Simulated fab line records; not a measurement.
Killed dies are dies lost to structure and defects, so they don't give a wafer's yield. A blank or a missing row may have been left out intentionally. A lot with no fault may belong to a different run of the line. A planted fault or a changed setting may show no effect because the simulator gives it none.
8D (eight disciplines) problem report, filled in by code ; flow gf180mcu ; the parts of the form that need people (team, actions taken, sign-off) are left out

## 1. WHAT IS WRONG
heater_power_total_W at GF_VT_IMPLANT_SOFTBAKE_03 reads a mean of 58.08 W on 6 wafers of 2 lots; wafers without a fault read 56.60 W with a standard deviation of 0.043. That is +34 standard deviations from the usual mean.
The step: time 60 s.
First observed at day 7 13:17: wafer L346.1, on litho_track-04. At this step, 42 wafers from 14 lots have a number in the record. Rule for "out", or "out of limits": more than 4 standard deviations from the usual mean. Any other wafer with a number is counted as sound.

## 2. WHAT THIS IS AND IS NOT
question;is;is not
which readings at this step;heater_power_total_W, run_length_s;-
which lots;L346, L348;L337, L338, L339, L341, L342, L347, L352, L353, L356, L358, L359, L360
which wafers of those lots;all that have a number;-
read on which tools;litho_track-04;litho_track-01, litho_track-03
when;from day 7 13:17;"up to then (15 sound wafers); but 21 sound wafers of L347, L352, L353, L356, L358, L359, L360 came after"

## 3. WHAT RULES OUT EACH SUSPECT
Counting: a tool at any process step up to the reading remains a suspect when it ran all the lots that are out and ran no sound lot after the first of those.
- litho_track-04 at GF_VT_IMPLANT_SOFTBAKE_03 (time 60 s): ruled out as a lasting fault. Following L346 (day 7 13:17), the first lot on it that is out, the sound lots L360 were run on it.
Left after counting: nothing in the record.

## 4. THE CAUSE (what the simulator had put in)
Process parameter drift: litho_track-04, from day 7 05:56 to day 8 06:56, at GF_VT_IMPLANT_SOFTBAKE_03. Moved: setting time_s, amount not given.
Counting ruled it out, wrongly.

## 5. THE EFFECT CHAIN, in route order
Each row: a reading where the mean over the struck wafers with a number is more than 3 standard deviations away from the usual. Only readings whose record carries a usual standard deviation are examined. hours: median over the lots of the time between each lot's start at the first step of this table that gives one and its start at this step. sigmas: the change, counted in usual standard deviations.
hours;step;reading;usual;on struck wafers;change;sigmas
0;GF_VT_IMPLANT_SOFTBAKE_03;heater_power_total_W;56.60 W;58.08;+1.48;+34
0;GF_VT_IMPLANT_SOFTBAKE_03;run_length_s;89.19 s;84.77;-4.42;-16
It contains these process steps:
- GF_VT_IMPLANT_SOFTBAKE_03: time 60 s.

## 6. HOW IT WOULD HAVE BEEN CAUGHT EARLIER
In this record the first reading out of limits was taken at day 7 13:17, 7 hours after the fault began at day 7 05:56.
